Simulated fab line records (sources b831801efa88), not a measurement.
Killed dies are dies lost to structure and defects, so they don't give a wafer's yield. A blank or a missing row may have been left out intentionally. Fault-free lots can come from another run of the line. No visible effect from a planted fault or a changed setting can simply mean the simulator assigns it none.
Chamber matching | flow sky130 | 4 sister chambers for SKY_POLY_CUT_ETCH_10 on rie-diel-01
The step etches BARC in N2/H2, stops on SiO2, time 45.9 s, target depth 60 nm. 18 wafers are shown with their chamber, then 9 later ones without.

== EACH WAFER AND ITS CHAMBER ==
wafer  | chamber | drypump-motor-current-A (A) | oes-product-au (a.u.) | throttle-valve-pct (%)
L074.2 | 3       | 5.9                         | 0.856                 | 13.227
L074.3 | 1       | 5.5                         | 0.852                 | 13.232
L074.4 | 3       | 5.8                         | 0.863                 | 13.232
L075.1 | 3       | 5.9                         | 0.852                 | 13.236
L075.4 | 3       | 5.9                         | 0.860                 | 13.219
L075.5 | 1       | 5.5                         | 0.859                 | 13.222
L077.1 | 3       | 5.8                         | 0.860                 | 13.233
L077.4 | 1       | 5.5                         | 0.847                 | 13.218
L077.5 | 0       | 5.8                         | 0.852                 | 13.225
L080.3 | 2       | 5.1                         | 0.851                 | 13.223
L080.5 | 0       | 5.8                         | 0.859                 | 13.229
L080.6 | 3       | 5.9                         | 0.847                 | 13.229
L082.1 | 0       | 5.8                         | 0.857                 | 13.227
L082.3 | 1       | 5.5                         | 0.850                 | 13.226
L082.6 | 2       | 5.1                         | 0.853                 | 13.223
L088.2 | 1       | 5.5                         | 0.850                 | 13.217
L088.5 | 2       | 5.1                         | 0.848                 | 13.229
L088.6 | 1       | 5.5                         | 0.850                 | 13.214

SIGNATURES (means of the wafers above)
reading                 | chamber 0 | chamber 1 | chamber 2 | chamber 3 | scatter within a chamber
drypump-motor-current-A | 5.800     | 5.500     | 5.100     | 5.867     | 0.0309
oes-product-au          | 0.85600   | 0.85133   | 0.85067   | 0.85633   | 0.00462
throttle-valve-pct      | 13.22700  | 13.22150  | 13.22500  | 13.22933  | 0.00553
Rule: for each reading, subtract the chamber's mean from the wafer's reading, divide by that reading's scatter and square the result; add these up over the readings and take the root, which gives the wafer's distance from the chamber. If the next closest chamber is less than 2 further off than the closest, the wafer can't be placed; otherwise it belongs to the closest. How the scatter is found: for the shown wafers, subtract from each reading the mean of its chamber, square and add these, divide the total by (wafers less chambers), then take the root.

== WAFERS WITHOUT THEIR CHAMBER ==
wafer  | drypump-motor-current-A (A) | oes-product-au (a.u.) | throttle-valve-pct (%)
L089.2 | 5.5                         | 0.855                 | 13.224
L089.4 | 5.9                         | 0.846                 | 13.213
L089.6 | 5.2                         | 0.849                 | 13.229
L093.1 | 5.8                         | 0.856                 | 13.232
L093.3 | 5.1                         | 0.855                 | 13.227
L093.4 | 5.8                         | 0.843                 | 13.232
L096.1 | 5.5                         | 0.859                 | 13.231
L096.2 | 5.8                         | 0.850                 | 13.232
L096.3 | 5.9                         | 0.850                 | 13.242

== WHICH CHAMBER EACH WENT THROUGH ==
wafer  | from the rows above     | in truth
L089.2 | 1                       | 1
L089.4 | can't be placed: 3 or 0 | 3
L089.6 | 2                       | 2
L093.1 | can't be placed: 0 or 3 | 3
L093.3 | 2                       | 2
L093.4 | can't be placed: 0 or 3 | 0
L096.1 | 1                       | 1
L096.2 | can't be placed: 0 or 3 | 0
L096.3 | can't be placed: 3 or 0 | 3
Placed correctly: 4 of 9. From these rows, 5 cannot be placed; in 5 the true chamber is one of the candidates. Number placed wrongly: 0.
